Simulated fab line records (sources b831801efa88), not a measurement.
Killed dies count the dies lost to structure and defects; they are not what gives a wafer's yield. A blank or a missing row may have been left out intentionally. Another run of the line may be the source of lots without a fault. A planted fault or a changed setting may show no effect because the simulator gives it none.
fab line records ; flow sky130 ; part 2 of 2: steps 36 to 48 of 48
[record] lots = 5; wafers = 15; last_day = 48
route steps=708 shown SONOS_TUNNEL@154 SONOS_ONO@168 GATE_OXIDE@187
lots with no fault: from the same line, run without faults
start_h: start of the lot's first displayed wafer, in hours after the record's first day ; wait_h: hours elapsed since this lot's preceding step ; " as in the row above ; L1.1+2: a single row standing in for several wafers ; - no value present, or no start provided ; * or withheld: withheld ; < > ~ a bound
route shown NAME@n: names a module that has steps shown in the file, with the first one's number in the route ; usual: average and standard deviation across the fault-free wafers ; same: alike in all rows ; chamber/n: place in a boat ; sites: each site's reading ; _std_site: standard deviation of those values ; _edge_site: mean of outer sites minus mean of inner sites ; radius_mm: how far each site lies from the wafer's centre ; mask NAME#n: copy n ; behind: tool/chamber where the wafer was last shaped ; hold: why the lot went on hold/how many hours it stayed there/how the hold came to an end ; device: transistor that didn't switch, given as n, p or np ; end of line: the same wafers' tests at the end of the route ; a step given without rows: its recipe and nothing more ; killed: dies that structure and defects cost at the first sort, which is not the same as the wafer's yield ; map: per-die view of a wafer (x killed, . not killed, _ where there is no die)
set.NAME: the setting the step ran with; set.NAME@STEP: the setting that earlier step ran with ; model.NAME: the simulator's own value behind a step, which no gauge read
certain route steps with their lots: each step a table, each wafer a row
services: when a tool's chamber went out of use (start_h, in hours from the record's first day, below 0 if earlier), for how many hours, and the reason
[[steps]]
[step SKY_GATE_OXIDE_THK_MEAS_02]
[recipe] reads = SiO2_of_GATE_OXIDE_OXIDATION_01
[usual] GATE_OXIDE_OXIDATION_00_THK = 10.33/0.17
lot.wafer;tool;chamber;start_h;wait_h;GATE_OXIDE_OXIDATION_00_THK[nm]
L074.2;film_metro-01;-;285.80;0.0;10.08
L074.4;film_metro-01;-;285.80;0.0;10.49
L074.6;film_metro-01;-;285.80;0.0;10.26
L079.3;film_metro-01;-;324.46;0.0;10.23
L079.5;film_metro-01;-;324.46;0.0;10.32
L079.6;film_metro-01;-;324.46;0.0;10.37
L085.2;film_metro-04;-;374.19;0.0;10.19
L085.4;film_metro-04;-;374.19;0.0;10.21
L085.6;film_metro-04;-;374.19;0.0;10.05
L086.1;film_metro-04;-;381.68;0.0;10.49
L086.3;film_metro-04;-;381.68;0.0;10.59
L086.6;film_metro-04;-;381.68;0.0;10.49
L087.1;film_metro-01;-;393.19;0.0;10.35
L087.2;film_metro-01;-;393.19;0.0;10.59
L087.3;film_metro-01;-;393.19;0.0;10.41
[step SKY_GATE_OXIDE_DEHYDRATE_03]
[recipe] temp_c = 200; time_s = 60
[same] time_s = 60
lot.wafer;tool;chamber;start_h;wait_h
L074.2+4+6;litho_track-03;0;297.36;11.5
L079.3+5+6;litho_track-01;0;337.30;12.8
L085.2+4+6;litho_track-02;0;387.56;13.4
L086.1+3+6;litho_track-03;0;395.63;13.9
L087.1+2+3;litho_track-03;0;407.28;14.1
[step SKY_GATE_OXIDE_HMDS_04]
[recipe] prime_time_s = 60; prime_temp_c = 120
lot.wafer;tool;chamber;start_h;wait_h
L074.2+4+6;litho_track-03;0;297.51;0.1
L079.3+5+6;litho_track-01;0;337.45;0.1
L085.2+4+6;litho_track-02;0;387.71;0.1
L086.1+3+6;litho_track-03;0;395.78;0.1
L087.1+2+3;litho_track-03;0;407.43;0.1
[step SKY_GATE_OXIDE_COAT_05]
[recipe] resist = NOVOLAK; spin_rpm = 3000; resist_thk_nm = 1140
lot.wafer;tool;chamber;start_h;wait_h
L074.2+4+6;litho_track-03;0;297.66;0.1
L079.3+5+6;litho_track-01;0;337.60;0.1
L085.2+4+6;litho_track-02;0;387.86;0.1
L086.1+3+6;litho_track-03;0;395.93;0.1
L087.1+2+3;litho_track-03;0;407.58;0.1
[step SKY_GATE_OXIDE_SOFTBAKE_06]
[recipe] temp_c = 90; time_s = 60; resist = NOVOLAK
[same] time_s = 60
lot.wafer;tool;chamber;start_h;wait_h
L074.2+4+6;litho_track-03;0;297.81;0.1
L079.3+5+6;litho_track-01;0;337.75;0.1
L085.2+4+6;litho_track-02;0;388.01;0.1
L086.1+3+6;litho_track-03;0;396.08;0.1
L087.1+2+3;litho_track-03;0;407.73;0.1
[step SKY_GATE_OXIDE_EXPOSE_07]
[recipe] mask_id = LVOM; na = 0.6; source_shape = conventional; sigma_outer = 0.6; polarization = unpolarized; target_cd_nm = 600; dose_mj = 170
lot.wafer;tool;chamber;start_h;wait_h;mask
L074.2+4+6;iline_stepper-01;0;-;-;LVOM#0
L079.3+5+6;iline_stepper-01;0;-;-;LVOM#0
L085.2+4+6;iline_stepper-02;0;-;-;LVOM#0
L086.1+3+6;iline_stepper-01;0;-;-;LVOM#0
L087.1+2+3;iline_stepper-01;0;-;-;LVOM#0
[step SKY_GATE_OXIDE_PEB_08]
[recipe] temp_c = withheld; time_s = *; resist = NOVOLAK
[same] time_s = *
lot.wafer;tool;chamber;start_h;wait_h
L074.2+4+6;litho_track-02;0;-;-
L079.3+5+6;litho_track-03;0;-;-
L085.2+4+6;litho_track-02;0;-;-
L086.1+3+6;litho_track-02;0;-;-
L087.1+2+3;litho_track-02;0;-;-
[step SKY_GATE_OXIDE_DEVELOP_09]
[recipe] resist = NOVOLAK; developer = TMAH; develop_time_s = 60; dev_temp_c = 23
lot.wafer;tool;chamber;start_h;wait_h
L074.2+4+6;litho_track-02;0;311.31;0.1
L079.3+5+6;litho_track-03;0;350.93;0.1
L085.2+4+6;litho_track-02;0;402.31;0.1
L086.1+3+6;litho_track-02;0;410.89;0.1
L087.1+2+3;litho_track-02;0;422.69;0.1
[step SKY_GATE_OXIDE_OVL_MEAS_10]
[usual] GATE_OXIDE_OVL = 0.5/1.8
lot.wafer;tool;chamber;start_h;wait_h;GATE_OXIDE_OVL[nm]
L074.2;overlay-02;-;311.45;0.1;0.0
L074.4;overlay-02;-;311.45;0.1;-0.2
L074.6;overlay-02;-;311.45;0.1;1.7
L079.3;overlay-01;-;351.04;0.1;3.2
L079.5;overlay-01;-;351.04;0.1;0.4
L079.6;overlay-01;-;351.04;0.1;3.9
L085.2;overlay-01;-;402.44;0.1;1.3
L085.4;overlay-01;-;402.44;0.1;0.4
L085.6;overlay-01;-;402.44;0.1;0.3
L086.1;overlay-02;-;411.04;0.1;3.1
L086.3;overlay-02;-;411.04;0.1;3.2
L086.6;overlay-02;-;411.04;0.1;2.5
L087.1;overlay-02;-;422.87;0.2;-2.1
L087.2;overlay-02;-;422.87;0.2;-1.9
L087.3;overlay-02;-;422.87;0.2;0.8
[step SKY_GATE_OXIDE_IMPLANT_11]
[recipe] species = B; energy_kev = 10; dose_cm2 = 2.6e+12; tilt_deg = withheld
[same] implant_ion_amu = 11
lot.wafer;tool;chamber;start_h;wait_h
L074.2+4+6;implanter-03;0;311.50;0.0
L079.3+5+6;implanter-03;0;351.12;0.1
L085.2+4+6;implanter-03;0;402.50;0.0
L086.1+3+6;implanter-03;0;411.07;0.0
L087.1+2+3;implanter-01;0;422.90;0.0
[step SKY_GATE_OXIDE_WET_ETCH_12]
[recipe] chemistry = dHF; target_depth_nm = 16.8; dry = n2_spin; target = SiO2; dilution = 100:1; temp_c = 25; time_s = 336
[same] time_s = 336
lot.wafer;tool;chamber;start_h;wait_h
L074.2+4+6;wet_bench-01;3;311.63;0.1
L079.3+5+6;wet_bench-02;1;351.22;0.1
L085.2+4+6;wet_bench-02;0;402.62;0.1
L086.1+3+6;wet_bench-01;0;411.22;0.1
L087.1+2+3;wet_bench-02;1;423.05;0.1
[step SKY_GATE_OXIDE_STRIP_13]
[recipe] chemistry = O2/N2; power_w = 1400; pressure_mtorr = 1500; platen_temp_c = withheld; o2_flow_sccm = 3000; n2_flow_sccm = 300; overash_fraction = 0.5
[usual] drypump_motor_current_A = 6.05/0.26; oes_product_au = 0.716/0.0043; strip_time_to_endpoint_s = 14.18/0.039
[same] overash_fraction = 0.5
lot.wafer;tool;chamber;start_h;wait_h;drypump_motor_current_A;oes_product_au;rf_hours_counter_h;strip_time_to_endpoint_s
L074.2;plasma_asher-01;0;311.74;0.0;5.82;0.721;62;14.15
L074.4;plasma_asher-01;0;311.74;0.0;5.82;0.720;-;14.18
L074.6;plasma_asher-01;0;311.74;0.0;5.79;0.718;-;14.15
L079.3;plasma_asher-03;1;351.35;0.0;6.17;0.714;-;14.26
L079.5;plasma_asher-03;0;351.35;0.0;5.71;0.720;-;14.24
L079.6;plasma_asher-03;1;351.35;0.0;6.18;0.717;-;14.25
L085.2;plasma_asher-02;0;402.73;0.0;6.12;0.717;61;14.22
L085.4;plasma_asher-02;0;402.73;0.0;6.11;0.716;-;14.15
L085.6;plasma_asher-02;0;402.73;0.0;6.06;0.715;-;14.21
L086.1;plasma_asher-03;0;411.33;0.0;5.70;0.716;27;14.16
L086.3;plasma_asher-03;0;411.33;0.0;5.70;0.717;-;14.21
L086.6;plasma_asher-03;0;411.33;0.0;5.71;0.711;-;14.20
L087.1;plasma_asher-02;1;423.16;0.0;6.33;0.712;63;14.21
L087.2;plasma_asher-02;0;423.16;0.0;6.11;0.718;63;14.17
L087.3;plasma_asher-02;0;423.16;0.0;6.07;0.716;-;14.20
[step SKY_GATE_OXIDE_TW_MEAS_14]
[usual] GATE_OXIDE_TW = 224.1/1.9
lot.wafer;tool;chamber;start_h;wait_h;GATE_OXIDE_TW
L074.2;film_metro-01;-;311.85;0.1;226.2
L074.4;film_metro-01;-;311.85;0.1;226.2
L074.6;film_metro-01;-;311.85;0.1;226.0
L079.3;film_metro-04;-;351.44;0.1;227.2
L079.5;film_metro-04;-;351.44;0.1;226.3
L079.6;film_metro-04;-;351.44;0.1;226.1
L085.2;film_metro-01;-;402.84;0.1;222.9
L085.4;film_metro-01;-;402.84;0.1;223.4
L085.6;film_metro-01;-;402.84;0.1;223.5
L086.1;film_metro-03;-;411.43;0.1;223.3
L086.3;film_metro-03;-;411.43;0.1;224.2
L086.6;film_metro-03;-;411.43;0.1;224.6
L087.1;film_metro-01;-;423.26;0.1;225.9
L087.2;film_metro-01;-;423.26;0.1;223.2
L087.3;film_metro-01;-;423.26;0.1;223.7
[[services]]
tool;chamber;start_h;hours;kind
furnace-01;-;219.59;2.6;pm
iline_stepper-02;-;220.33;14.3;repair
plasma_asher-03;-;229.38;14.1;repair
furnace-02;-;231.23;4.0;pm
implanter-01;-;235.98;5.3;repair
iline_stepper-01;-;241.71;12.3;repair
lpcvd-02;-;247.80;2.9;repair
furnace-02;-;253.39;4.2;repair
implanter-03;-;290.48;4.1;pm
rie_diel-01;2;291.94;5.5;repair
implanter-03;-;295.43;5.0;repair
furnace-02;-;298.46;3.9;pm
iline_stepper-01;-;301.31;1.7;pm
rie_diel-01;3;301.54;4.8;repair
lpcvd-02;-;311.12;6.0;pm
wet_bench-01;-;318.45;6.2;repair
wet_bench-03;-;323.07;2.4;repair
lpcvd-03;-;334.25;1.1;repair
furnace-01;-;367.70;3.7;pm
iline_stepper-01;-;385.97;4.4;pm
iline_stepper-02;-;399.88;2.1;pm
iline_stepper-02;-;407.17;1.7;pm
lpcvd-03;-;411.73;2.4;repair
implanter-03;-;414.65;2.5;repair
